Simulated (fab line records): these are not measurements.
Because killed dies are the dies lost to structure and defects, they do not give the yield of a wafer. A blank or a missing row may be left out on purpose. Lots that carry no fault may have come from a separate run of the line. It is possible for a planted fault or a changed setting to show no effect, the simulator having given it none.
The tool behind it: which one?    flow gf180mcu    Sampling: 7 lots, 21 wafers, 2 of 602 route steps

WHAT EACH GAUGE READ, for each wafer
GF_MIM_RS_MEAS_10: measurement is done with a four-point probe.
lot   measured      on             MIM_ALCU_RS (ohm/sq)
L682  day 25 04:34  film_metro-03  0.1593 0.1606 0.1623
L684  day 26 03:46  film_metro-03  0.1636 0.1608 0.1610
L691  day 27 21:14  film_metro-04  0.1607 0.1620 0.1590
L693  day 28 15:34  film_metro-03  0.1593 0.1616 0.1599
L695  day 29 00:08  film_metro-03  0.1620 0.1604 0.1624
L701  day 30 18:59  film_metro-02  0.1590 0.1590 0.1594
L704  day 30 23:09  film_metro-04  0.1610 0.1598 0.1583

TOOL THAT RAN EACH LOT (tool first, then ch and the chambers of the sampled wafers, then the start)
lot   GF_PSD_STRIP_10
L682  plasma_asher-02 ch 0,1, day 14 23:31
L684  plasma_asher-04 ch 0,1, day 15 22:41
L691  plasma_asher-03 ch 0,1, day 17 19:14
L693  plasma_asher-04 ch 0,1, day 18 17:11
L695  plasma_asher-03 ch 0,1, day 19 03:46
L701  plasma_asher-02 ch 0,1, day 21 06:32
L704  plasma_asher-03 ch 0,1, day 21 17:44
- GF_PSD_STRIP_10: strips in O2/N2.

THE ANSWER, worked out from the rows above alone
Rule: the usual values come from the lots themselves. The widest of any qualifying gaps counts: lots, ordered by their means at a reading, are off when they make up no more than a third of the lots, leave a main group of 4 or more, and stand apart from it by 3 or more times the standard deviation of that group's means. The tables above print the reading to a certain number of digits; a main group whose means all agree to those digits is not used. A lot without any number at a reading at which 4 lots or more have one is off too. The other lots that the step has rows for count as sound.
Across all readings shown, no lot is off: no conclusion can be drawn from this.

WHAT HAD BEEN PUT IN BY THE SIMULATOR
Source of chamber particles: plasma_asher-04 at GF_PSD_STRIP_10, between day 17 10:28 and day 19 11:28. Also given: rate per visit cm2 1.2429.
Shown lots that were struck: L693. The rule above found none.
